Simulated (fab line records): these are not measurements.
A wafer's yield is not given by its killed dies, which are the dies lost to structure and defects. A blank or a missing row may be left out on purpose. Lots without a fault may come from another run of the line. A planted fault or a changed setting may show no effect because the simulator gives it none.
Chamber matching | flow sfq line | 4 sister chambers for SFQ_TRILAYER_I2_CMP_CMP_064 on cmp-01
The step polishes SiO2. 8 wafers are shown with their chamber, then 9 later ones without.

== WAFERS WITH THEIR CHAMBER ==
wafer  | chamber | motor current A (A) | time to endpoint s (s)
L769.3 | 3       | 9.6                 | 214
L769.2 | 1       | 10.1                | 213
L775.1 | 2       | 11.0                | 203
L775.4 | 0       | 10.9                | 211
L775.6 | 3       | 10.0                | 215
L779.3 | 1       | 10.2                | 206
L779.4 | 2       | 10.5                | 214
L779.6 | 0       | 10.9                | 227

== WAFERS WHOSE CHAMBER IS MISSING ==
wafer  | motor current A (A) | time to endpoint s (s)
L780.2 | 9.6                 | 223
L780.4 | 10.8                | 223
L780.5 | 10.0                | 220
L784.2 | 10.3                | 217
L784.3 | 10.2                | 209
L784.1 | 10.3                | 214
L786.1 | 9.9                 | 219
L786.5 | 9.7                 | 223
L786.6 | 10.1                | 212

== CHAMBER TAKEN BY EACH ==
wafer  | from the rows above               | in truth
L780.2 | can't be placed: 3 or 1           | 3
L780.4 | can't be placed: 0 or 2           | 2
L780.5 | can't be placed: 3 or 1           | 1
L784.2 | can't be placed: 1 or 3 or 2 or 0 | 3
L784.3 | can't be placed: 1 or 3           | 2
L784.1 | can't be placed: 1 or 2 or 3 or 0 | 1
L786.1 | can't be placed: 3 or 1           | 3
L786.5 | can't be placed: 3 or 1           | 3
L786.6 | can't be placed: 1 or 3           | 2
Placed correctly: 0 of 9. Cannot be placed on the basis of these rows: 9; the candidates contain the true chamber in 7. 0 placed wrongly.
How it was worked out, from the rows above alone: a wafer's distance from a chamber is the root of the sum, over the readings, of the square of ((its reading less the chamber's mean) divided by the reading's scatter). The wafer belongs to the nearest chamber; if the next one is less than 2 further off, it can't be placed. A chamber's mean is the mean of its shown wafers. The scatter: the root of (the sum of the squares of (reading less its chamber's mean) over the shown wafers, divided by (wafers less chambers)).
